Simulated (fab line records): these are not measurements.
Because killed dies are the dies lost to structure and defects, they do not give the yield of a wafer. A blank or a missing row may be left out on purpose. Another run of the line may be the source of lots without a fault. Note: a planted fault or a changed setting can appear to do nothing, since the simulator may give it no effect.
A struck lot beside a sound one -- flow sky130 -- 30 steps out of a route of 708
Sound: these wafers, L968.1, L968.4, L968.5. The struck wafers were L957.1, L957.3, L957.4. At the end, the cause is stated.
At each step with rows: each side's tool, then ch and its chambers, then its first start. Under that, the readings that differ: sound wafers -- struck wafers -- difference of the means -- sigmas: that difference in standard deviations of wafers without a fault.
alike: readings whose means differ by less than 2 such deviations, and words and numbers that are the same on both sides. not compared: withheld readings, readings that some wafer has no value for, bounds like >300 that may hide the same value, and numbers for which the record gives no deviation and whose values overlap.
Wherever a step has rows on one side only, a row that says differs or no value, or a row with sigmas, the two part there. Non-overlapping numbers with no deviation appear without sigmas and do not part them. Lack of a reading on every wafer of one side parts them only where that side has two or more wafers.

first, 5 steps without rows for these wafers: SKY_SONOS_ONO_COAT_08 (resist thk 1140 nm); SKY_SONOS_ONO_SOFTBAKE_09 (time 60 s); SKY_SONOS_ONO_EXPOSE_10 (exposes mask ONOM, target cd 410 nm); SKY_SONOS_ONO_PEB_11; SKY_SONOS_ONO_DEVELOP_12 (develop time 60 s).
SKY_SONOS_ONO_CD_MEAS_13 targets a cd of 410 nm.
  struck on cd_sem-01, day 14 09:37; sound on cd_sem-01, day 17 19:46
  alike: cd_nm
SKY_SONOS_ONO_OVL_MEAS_14:
  struck on overlay-02, day 14 09:44; sound on overlay-02, day 17 19:53
  alike: SONOS_ONO_OVL
SKY_SONOS_ONO_ETCH_15: etches the open film in CHF3/O2, target depth 19.52 nm, time 7.8 s.
  sound on rie_diel-04 ch 0,1,3, day 17 19:55; struck on rie_diel-02 ch 1,2,3, day 14 09:46
  alike: bias_w, drypump_motor_current_A, oes_product_au, throttle_valve_pct
  not compared: rf_hours_counter_h
then, 1 step without rows for these wafers: SKY_SONOS_ONO_WET_ETCH_16 (etches SiO2 in dHF, target depth 14 nm, time 280 s).
SKY_SONOS_ONO_STRIP_17: strips in O2/N2.
  sound on plasma_asher-04 ch 0, day 17 20:01; struck on plasma_asher-04 ch 0,1, day 14 09:53
  alike: drypump_motor_current_A, oes_product_au, strip_time_to_endpoint_s
  not compared: rf_hours_counter_h
then, 2 steps without rows for these wafers: SKY_SONOS_ONO_WET_ETCH_18 (etches Si3N4 in H3PO4, target depth 15 nm, time 172 s); SKY_GATE_OXIDE_CLEAN_00 (cleans in SC1/SC2, time 150 s).
SKY_GATE_OXIDE_OXIDATION_01: stabilise 600 s, purge 300 s, target thk 10.268 nm.
  sound on furnace-01 ch 0, day 17 20:53; struck on furnace-01 ch 0, day 14 11:44
reading,sound,struck,difference,sigmas
model.SiO2_of_GATE_OXIDE_OXIDATION_01.thk_nm (nm),10.81 10.63 10.87,11.62 11.79 11.66,+0.92,
  alike: zone_power_bottom_pct, zone_power_top_pct
SKY_GATE_OXIDE_THK_MEAS_02:
  struck on film_metro-01, day 14 13:09; sound on film_metro-04, day 17 22:18
reading,sound,struck,difference,sigmas
GATE_OXIDE_OXIDATION_00_THK (nm),10.80 10.68 10.85,11.57 11.83 11.68,+0.92,+5
then, 7 steps without rows for these wafers: SKY_GATE_OXIDE_DEHYDRATE_03 (time 60 s); SKY_GATE_OXIDE_HMDS_04 (prime time 60 s); SKY_GATE_OXIDE_COAT_05 (resist thk 1140 nm); SKY_GATE_OXIDE_SOFTBAKE_06 (time 60 s); SKY_GATE_OXIDE_EXPOSE_07 (exposes mask LVOM, target cd 600 nm); SKY_GATE_OXIDE_PEB_08; SKY_GATE_OXIDE_DEVELOP_09 (develop time 60 s).
SKY_GATE_OXIDE_OVL_MEAS_10:
  struck on overlay-01, day 15 15:46; sound on overlay-02, day 19 05:10
  alike: GATE_OXIDE_OVL
then, 2 steps without rows for these wafers: SKY_GATE_OXIDE_IMPLANT_11; SKY_GATE_OXIDE_WET_ETCH_12 (etches SiO2 in dHF, target depth 16.8 nm, time 336 s).
SKY_GATE_OXIDE_STRIP_13: strips in O2/N2.
  sound on plasma_asher-03 ch 1, day 19 05:27; struck on plasma_asher-01 ch 0,1, day 15 16:04
  alike: drypump_motor_current_A, oes_product_au, strip_time_to_endpoint_s
  not compared: rf_hours_counter_h
SKY_GATE_OXIDE_TW_MEAS_14:
  struck on film_metro-01, day 15 16:10; sound on film_metro-03, day 19 05:33
  alike: GATE_OXIDE_TW
then, 1 step without rows for these wafers: SKY_GATE_OXIDE_CLEAN_15 (cleans in SC1/SC2, time 150 s).
SKY_GATE_OXIDE_OXIDATION_16: stabilise 600 s, purge 300 s, target thk 3.57 nm.
  sound on furnace-01 ch 0, day 19 06:29; struck on furnace-01 ch 0, day 15 16:16
reading,sound,struck,difference,sigmas
model.SiO2_of_GATE_OXIDE_OXIDATION_01.thk_nm (nm),12.17 11.99 12.24,12.97 13.11 13.04,+0.91,
  alike: ramp_down_c_per_min, ramp_up_c_per_min, zone_power_bottom_pct, zone_power_top_pct
then, 1 step without rows for these wafers: SKY_POLY_GATE_CVD_00 (deposits poly-Si, target thk 180 nm, time 720 s).
-- the record jumps here: 31 days lie between the struck wafers' starts before and after (it left off in module POLY_GATE and takes up again in module PAD_OPEN, whose first step shown is number 708 of the route) --
SKY_PAD_OPEN_PROBE_99:
  struck on prober-01, day 47 03:59; sound on prober-01, day 50 00:10
reading,sound,struck,difference,sigmas
model.etest.nfet_16v.r_on_ohm_um,1.458e+04 1.443e+04 1.475e+04,1.498e+04 1.5e+04 1.476e+04,+3.267e+02,
model.etest.tip_sonos.rs_ohm_sq,2734 2680 2763,3022 3023 3080,+316,
model.etest.pfet_g5v0d10v5.r_on_ohm_um,4766 4695 4763,5011 4936 4953,+225,
model.etest.nfet_g5v0d10v5.r_on_ohm_um,1925 1919 1933,2013 1986 1988,+70,
model.etest.nfet_g5v0d10v5.drive_ua_um,584.8 591.9 581.2,542.3 544.2 542.3,-43.0,
model.etest.nfet_05v0_nvt.drive_ua_um,557.5 561.4 557.1,522.2 517.9 519.4,-38.8,
model.etest.pfet_g5v0d10v5.drive_ua_um,338 343.2 340,315.2 316 321.4,-22.9,
model.etest.nfet_16v.drive_ua_um,211.8 213.5 210.5,197.1 195.8 196.7,-15.4,
  alike: killed_at_M0_to_M3, killed_at_M4_up, killed_at_contacts, killed_at_front_end, killed_at_other, killed_dies, killed_open, killed_short

## WHERE THEY PART
Only at SKY_GATE_OXIDE_THK_MEAS_02, as far as this record shows. Later steps at which nothing parts them and some readings are alike: SKY_GATE_OXIDE_OVL_MEAS_10, SKY_GATE_OXIDE_STRIP_13, SKY_GATE_OXIDE_TW_MEAS_14, SKY_GATE_OXIDE_OXIDATION_16, SKY_PAD_OPEN_PROBE_99.

WHY: whatever the simulator had introduced
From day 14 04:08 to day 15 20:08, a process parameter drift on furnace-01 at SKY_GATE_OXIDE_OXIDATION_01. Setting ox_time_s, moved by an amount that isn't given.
